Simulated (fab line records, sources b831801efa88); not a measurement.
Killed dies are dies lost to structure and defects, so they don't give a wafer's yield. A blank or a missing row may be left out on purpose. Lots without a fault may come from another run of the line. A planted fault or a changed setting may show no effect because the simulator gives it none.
Problem report in the 8D (eight disciplines) form, filled by code | flow sky130 | the parts of the form that need people (team, actions taken, sign-off) are left out

1. THE PROBLEM
heater_power_total_W at SKY_VIA1_SOFTBAKE_08 reads a mean of 56.74 W on 3 wafers of 2 lots; wafers without a fault read 57.36 W with a standard deviation of 0.12. That is -5.2 standard deviations from the usual mean.
The step: time 90 s.
First seen on wafer L144.1, day 38 11:00, on litho_track-01. The record holds 36 wafers of 13 lots with a number at this step. Rule for "out", or "out of limits": more than 4 standard deviations from the usual mean. The other wafers with a number count as sound.

2. WHAT IT IS AND WHAT IT IS NOT
question                    | is                     | is not
which readings at this step | heater_power_total_W   | exhaust_pa
which lots                  | L144, L145             | L128, L130, L131, L133, L135, L137, L138, L140, L142, L149, L151
which wafers of those lots  | all that have a number | -
read on which tools         | litho_track-01         | litho_track-03, litho_track-04
when                        | from day 38 11:00      | up to then (27 sound wafers); but 6 sound wafers of L149, L151 came after

3. SUSPECTS, AND WHAT RULES EACH OUT
Counting: a tool at a process step up to the reading stays a suspect if it ran every lot that is out and no sound lot after the first of them.
- pvd_sputter-01 at SKY_METAL1_SPUTTER_04 (material TiN, target thk 70 nm, time 58.3 s): ruled out as a lasting fault. Sound lots L151 ran on it after its first lot that is out, L144 (day 36 20:40).
- litho_track-01 at SKY_VIA1_SOFTBAKE_08 (time 90 s): kept. It ran every lot that is out, first L144 (day 38 11:00), and no sound lot after that; its last sound lot up to then is L142 (day 37 13:00). Its own readings are out on those wafers: heater_power_total_W.
Left after counting: litho_track-01 at SKY_VIA1_SOFTBAKE_08.

4. THE CAUSE (what the simulator had put in)
Process parameter drift: litho_track-01, from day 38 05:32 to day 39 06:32, at SKY_VIA1_SOFTBAKE_08. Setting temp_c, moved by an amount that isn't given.
Counting left only this tool.

5. THE CHAIN OF EFFECTS, in route order
Each row: a reading whose mean over the struck wafers that have a number lies more than 3 standard deviations from the usual. Only readings for which the record gives a usual standard deviation are gone through. hours: the time from each lot's start at the first step in this table that gives one to its start at this step, as a median over the lots. sigmas: the change in usual standard deviations.
hours | step                 | reading              | usual   | on struck wafers | change | sigmas
0     | SKY_VIA1_SOFTBAKE_08 | heater_power_total_W | 57.36 W | 56.74            | -0.62  | -5.2
0     | SKY_VIA1_SOFTBAKE_08 | plate_temp_C         | 99.99 C | 99.42            | -0.57  | -4.1
The process steps in it:
- SKY_VIA1_SOFTBAKE_08: time 90 s.

6. WHAT WOULD HAVE CAUGHT IT SOONER
In this record the first reading out of limits was taken at day 38 11:00, 5 hours after the fault began at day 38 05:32.
